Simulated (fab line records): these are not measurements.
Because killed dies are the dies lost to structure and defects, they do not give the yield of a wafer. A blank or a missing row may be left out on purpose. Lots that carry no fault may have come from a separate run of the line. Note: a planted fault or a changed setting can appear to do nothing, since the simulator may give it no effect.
Problem report in the 8D (eight disciplines) form, filled by code ; flow sfq_line ; the parts of the form that need people (team, actions taken, sign-off) are left out

## 1. THE PROBLEM
At SFQ_TRILAYER_I3_CMP_CMP_082, time_to_endpoint_s averages 170 s over 5 wafers from 2 lots, while fault-free wafers read 212 s, standard deviation 8.2. That is -5.1 standard deviations from the usual mean.
The step: polishes SiO2.
Earliest sighting: wafer L577.3 on cmp-02 at day 50 16:03. The record holds 42 wafers of 14 lots with a number at this step. Rule for "out", or "out of limits": more than 4 standard deviations from the usual mean. The other wafers with a number count as sound.

## 2. WHAT IT IS, AND WHAT IT ISN'T
question;is;is not
which readings at this step;time_to_endpoint_s;edge_zone_pressure_frac, motor_current_A
which lots;L577, L578;L563, L564, L569, L570, L572, L573, L574, L575, L579, L580, L585, L586
which wafers of those lots;L577.3, L577.5, L578.1, L578.3, L578.5;L577.2
read on which tools;cmp-02;cmp-01
when;from day 50 16:03;"up to then (24 sound wafers); but 13 sound wafers of L577, L579, L580, L585, L586 came after"

## 3. WHAT RULES OUT EACH SUSPECT
Counting: a tool at a process step up to the reading stays a suspect if it ran every lot that is out. Sound lots after the first of them don't rule it out here, since some wafers of a struck lot are sound.
- cmp-02 at SFQ_TRILAYER_I3_CMP_CMP_082 (polishes SiO2): kept. Ran every lot that is out, first one L577 (day 50 16:03); last sound lot up to then L574 (day 49 04:03). Its own readings are out on those wafers: time_to_endpoint_s.
After counting, what remains is cmp-02 at SFQ_TRILAYER_I3_CMP_CMP_082.

## 4. THE CAUSE (what the simulator had put in)
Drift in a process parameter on cmp-02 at SFQ_TRILAYER_I3_CMP_CMP_082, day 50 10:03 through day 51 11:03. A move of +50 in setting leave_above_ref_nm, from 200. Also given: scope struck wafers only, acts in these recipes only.
Counting left only this tool.

## 5. THE CHAIN OF EFFECTS, in route order
Each row: a reading whose mean over the struck wafers that have a number lies more than 3 standard deviations from the usual. Only readings for which the record gives a usual standard deviation are gone through. hours: the time from each lot's start at the first step in this table that gives one to its start at this step, as a median over the lots. sigmas: the change in usual standard deviations.
hours;step;reading;usual;on struck wafers;change;sigmas
0;SFQ_TRILAYER_I3_CMP_CMP_082;time_to_endpoint_s;212 s;170;-42;-5.1
9;SFQ_TRILAYER_I3_METRO_MEASURE_083;thk_nm;199.6 nm;249.7;+50.1;+53
136;SFQ_TRILAYER_I3_VIA_ETCH_VIA_ETCH_088;oes_product_au;0.854 a.u.;0.970;+0.116;+22
Its process steps:
- SFQ_TRILAYER_I3_CMP_CMP_082: polishes SiO2.
- SFQ_TRILAYER_I3_METRO_MEASURE_083
- SFQ_TRILAYER_I3_VIA_ETCH_VIA_ETCH_088: etches SiO2 in CHF3, stops on Nb, target depth 260 nm.
At these later measuring or inspecting steps, every struck wafer for which the step has a row has a number for every such reading, and none has moved that far: SFQ_I3_BOW_MEAS_922.

## 6. HOW IT WOULD HAVE BEEN CAUGHT EARLIER
6 hours passed between the start of the fault at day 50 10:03 and the first reading out of limits in this record, taken at day 50 16:03.
